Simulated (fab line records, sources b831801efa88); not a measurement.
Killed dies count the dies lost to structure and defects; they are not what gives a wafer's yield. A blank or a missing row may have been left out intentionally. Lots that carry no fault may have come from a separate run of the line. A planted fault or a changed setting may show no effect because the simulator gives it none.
Chamber matching -- flow sky130 -- SKY_VIA3_CMP_24 on cmp-02: 4 sister chambers
The step polishes, stops on SiO2, t overpolish 20 s, target thk 0 nm. 16 wafers are shown with their chamber, then 8 later ones without.

## WAFERS, EACH WITH ITS CHAMBER
wafer,chamber,motor-current-A (A),head-pressure-psi (psi),slurry-flow-ml-min
L391.2,2,13.3,3.496,149.7
L391.4,1,11.7,3.497,150.2
L391.6,1,11.4,3.520,149.6
L392.2,3,10.8,3.493,150.3
L392.4,0,11.8,3.502,149.8
L392.6,1,11.5,3.504,149.8
L396.2,0,12.4,3.505,150.6
L396.3,1,10.8,3.502,150.5
L396.6,0,12.2,3.502,150.4
L397.1,2,13.0,3.477,149.9
L397.4,1,11.1,3.508,150.1
L397.5,3,11.2,3.498,150.0
L400.2,3,11.3,3.508,149.5
L400.4,0,11.4,3.503,150.0
L400.5,3,11.1,3.504,149.9
L410.1,3,10.6,3.506,150.5

SIGNATURES, as means of the wafers listed above
reading,chamber 0,chamber 1,chamber 2,chamber 3,scatter within a chamber
motor-current-A,11.950,11.300,13.150,11.000,0.351
head-pressure-psi,3.50300,3.50620,3.48650,3.50180,0.0073
slurry-flow-ml-min,150.200,150.040,149.800,150.040,0.354
Rule: for a wafer and a chamber, the distance is found by dividing, reading by reading, the gap between the wafer's reading and the chamber's mean by the reading's scatter, squaring, summing and taking the root. The wafer belongs to the nearest chamber; if the next one is less than 2 further off, it can't be placed. How the scatter is found: for the shown wafers, subtract from each reading the mean of its chamber, square and add these, divide the total by (wafers less chambers), then take the root.

## WAFERS MISSING THEIR CHAMBER
wafer,motor-current-A (A),head-pressure-psi (psi),slurry-flow-ml-min
L410.2,12.4,3.500,149.8
L410.4,10.4,3.501,149.7
L411.2,12.2,3.504,150.3
L411.5,13.5,3.502,150.4
L411.6,11.1,3.501,149.4
L414.2,11.2,3.496,150.5
L414.5,11.8,3.508,150.2
L414.6,13.1,3.505,149.8

## EACH ONE'S CHAMBER
wafer,from the rows above,in truth
L410.2,can't be placed: 0 or 2 or 1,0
L410.4,can't be placed: 3 or 1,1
L411.2,can't be placed: 0 or 1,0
L411.5,can't be placed: 2 or 0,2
L411.6,can't be placed: 3 or 1 or 0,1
L414.2,can't be placed: 3 or 1 or 0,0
L414.5,can't be placed: 0 or 1 or 3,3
L414.6,can't be placed: 2 or 0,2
0 of 8 placed correctly. Cannot be placed on the basis of these rows: 8; the candidates contain the true chamber in 8. Number placed wrongly: 0.
